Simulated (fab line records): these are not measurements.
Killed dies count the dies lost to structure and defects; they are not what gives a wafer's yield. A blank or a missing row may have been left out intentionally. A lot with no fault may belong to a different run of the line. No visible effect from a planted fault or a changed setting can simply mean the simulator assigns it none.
Comparing a struck lot with a sound one | flow sky130 | 17 steps out of a route of 708
Sound: the wafers L471.2, L471.4, L471.5. Struck: wafers L489.1, L489.2, L489.3. Last of all comes the cause.
Each step with rows lists, per side, the tool, then ch with its chambers, then its first start. Under that, the readings that differ: sound wafers | struck wafers | difference of the means | sigmas: that difference in standard deviations of wafers without a fault.
alike: words and numbers the same on both sides, and readings whose means are apart by under 2 such deviations; not compared: readings that were withheld, readings missing a value for some wafer, numbers with overlapping values and no deviation given by the record, and bounds like >300 which may hide the same value.
The two part at a step that has a row with sigmas, a row that says differs or no value, or rows on one side only. Numbers that don't overlap but have no deviation are shown without sigmas and don't part them. A reading that every wafer of one side lacks parts them only if that side has two wafers or more.

first, 2 steps without rows for these wafers: SKY_NWELL_IMPLANT_12; SKY_NWELL_IMPLANT_13.
SKY_NWELL_STRIP_14: strips in O2/N2.
  sound on plasma asher-02 ch 0,1, day 4 14:20; struck on plasma asher-02 ch 0,1, day 8 21:31
  alike: drypump motor current A, oes product au, strip time to endpoint s
  not compared: rf hours counter h
SKY_NWELL_TW_MEAS_15:
  sound on film metro-04 at day 4 14:26; struck on film metro-04 at day 8 21:38
  alike: NWELL_TW
then, 7 steps without rows for these wafers: SKY_NWELL_DEHYDRATE_16 (time 60 s); SKY_NWELL_HMDS_17 (prime time 60 s); SKY_NWELL_COAT_18 (resist thk 3000 nm); SKY_NWELL_SOFTBAKE_19; SKY_NWELL_EXPOSE_20 (exposes mask NWM COMPLEMENT, target cd 840 nm); SKY_NWELL_PEB_21; SKY_NWELL_DEVELOP_22 (develop time 60 s).
SKY_NWELL_OVL_MEAS_23:
  sound on overlay-02 at day 5 08:38; struck on overlay-01 at day 9 18:00
  alike: NWELL_01_OVL
SKY_NWELL_IMPLANT_24:
  sound on implanter-03 ch 0, day 5 08:41; struck on implanter-04 ch 0, day 9 18:02
SKY_NWELL_STRIP_25: strips in O2/N2.
  sound on plasma asher-04 ch 0,1, day 5 08:49; struck on plasma asher-02 ch 0,1, day 9 18:11
  alike: drypump motor current A, oes product au, strip time to endpoint s
  not compared: rf hours counter h
SKY_NWELL_TW_MEAS_26:
  sound on film metro-02 at day 5 08:55; struck on film metro-04 at day 9 18:17
  reading    | sound             | struck            | difference | sigmas
  NWELL_2_TW | 500.5 498.5 496.7 | 466.0 463.3 460.0 | -35.5      | -14
then, 1 step without rows for these wafers: SKY_NWELL_CLEAN_27 (cleans in SC1/SC2, time 150 s).
-- the record jumps here: 40 days lie between the struck wafers' starts before and after (it left off in module NWELL and takes up again in module PAD_OPEN, whose first step shown is number 708 of the route) --
SKY_PAD_OPEN_PROBE_99:
  sound on prober-02 at day 45 18:22; struck on prober-02 at day 49 20:27
  reading                                                    | sound                         | struck                       | difference | sigmas
  model.etest.pfet_16v.r on ohm um                           | 1.474e+04 1.489e+04 1.463e+04 | 1.9e+04 1.923e+04 1.958e+04  | +4.5e+03   |
  model.etest.res iso pwell.rs ohm sq                        | 3117 3125 3074                | 3793 3881 3989               | +782       |
  model.etest.res pwell under gate.rs ohm sq range           | 53.67 93.26 44.27             | 778.8 788.8 912.2            | +762.9     |
  model.etest.res pwell under gate.rs ohm sq                 | 2270 2275 2276                | 3019 3021 3044               | +754       |
  model.etest.res iso pwell.line ohm um                      | 1181 1195 1158                | 1427 1468 1506               | +289       |
  model.etest.res pwell under gate.rs ohm sq rim less centre | 2.923 43.89 15.43             | -397 -358.8 -356.3           | -391       |
  model.etest.nfet_16v.r on ohm um                           | 1.456e+04 1.468e+04 1.449e+04 | 1.378e+04 1.37e+04 1.379e+04 | -8.200e+02 |
  model.etest.pfet_16v.drive ua um                           | 255.4 254 257                 | 188.9 185.8 181.8            | -70.0      |
  alike: killed_at_M0_to_M3, killed_at_M4_up, killed at contacts, killed at front end, killed at other, killed dies, killed open, killed short

WHERE THEY PART
Within this record, at SKY_NWELL_TW_MEAS_26 only. Later steps at which nothing parts them and some readings are alike: SKY_PAD_OPEN_PROBE_99.

WHY: what the simulator had put in
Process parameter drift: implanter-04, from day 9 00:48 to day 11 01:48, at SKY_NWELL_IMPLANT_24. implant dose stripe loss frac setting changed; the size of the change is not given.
